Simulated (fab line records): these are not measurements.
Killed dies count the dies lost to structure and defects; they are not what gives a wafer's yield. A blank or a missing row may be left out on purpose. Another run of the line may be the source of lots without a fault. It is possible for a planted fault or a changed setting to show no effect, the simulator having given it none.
Matching of chambers / flow gf180mcu / GF_STI_ETCH_14 on rieSi-02 has 4 sister chambers
The step etches Si in HBr/Cl2/O2, target depth 360 nm, time 102.9 s. 8 wafers are shown with their chamber, then 8 later ones without.

## WAFERS PAIRED WITH THEIR CHAMBERS
wafer=L897.5; chamber=0; runLengthS (s)=132.1; oesProductAu (a.u.)=0.983
wafer=L898.1; chamber=3; runLengthS (s)=131.4; oesProductAu (a.u.)=0.997
wafer=L898.3; chamber=2; runLengthS (s)=131.8; oesProductAu (a.u.)=0.999
wafer=L898.6; chamber=0; runLengthS (s)=131.4; oesProductAu (a.u.)=0.983
wafer=L900.2; chamber=1; runLengthS (s)=130.7; oesProductAu (a.u.)=0.999
wafer=L900.4; chamber=3; runLengthS (s)=131.0; oesProductAu (a.u.)=1.005
wafer=L900.5; chamber=1; runLengthS (s)=130.8; oesProductAu (a.u.)=1.007
wafer=L901.3; chamber=2; runLengthS (s)=132.1; oesProductAu (a.u.)=0.996

## WAFERS WITHOUT THEIR CHAMBER
wafer=L901.5; runLengthS (s)=131.8; oesProductAu (a.u.)=1.007
wafer=L901.6; runLengthS (s)=130.5; oesProductAu (a.u.)=0.989
wafer=L904.2; runLengthS (s)=131.0; oesProductAu (a.u.)=1.000
wafer=L904.3; runLengthS (s)=131.9; oesProductAu (a.u.)=0.989
wafer=L904.5; runLengthS (s)=131.6; oesProductAu (a.u.)=0.986
wafer=L912.2; runLengthS (s)=131.4; oesProductAu (a.u.)=0.983
wafer=L912.3; runLengthS (s)=131.5; oesProductAu (a.u.)=0.994
wafer=L915.6; runLengthS (s)=131.6; oesProductAu (a.u.)=1.005

## WHICH CHAMBER EACH WENT THROUGH
wafer=L901.5; from the rows above=can't be placed: 2 or 3 or 1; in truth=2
wafer=L901.6; from the rows above=can't be placed: 1 or 3 or 0 or 2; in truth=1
wafer=L904.2; from the rows above=can't be placed: 3 or 1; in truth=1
wafer=L904.3; from the rows above=can't be placed: 0 or 2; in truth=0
wafer=L904.5; from the rows above=0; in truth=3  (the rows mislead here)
wafer=L912.2; from the rows above=0; in truth=0
wafer=L912.3; from the rows above=can't be placed: 2 or 3 or 0 or 1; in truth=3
wafer=L915.6; from the rows above=can't be placed: 3 or 2 or 1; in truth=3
Correctly placed: 1 of 8. These rows do not allow placing 6 (true chamber among the candidates in 6). Placed wrongly: 1.
How it was worked out, from the rows above alone: a wafer's distance from a chamber is the root of the sum, over the readings, of the square of ((its reading less the chamber's mean) divided by the reading's scatter). If the next closest chamber is less than 2 further off than the closest, the wafer can't be placed; otherwise it belongs to the closest. For every chamber, the mean is computed from those of its wafers that are shown. The scatter: take each reading less its chamber's mean, square it, sum over the shown wafers, divide by the number of wafers less the number of chambers, and take the root.
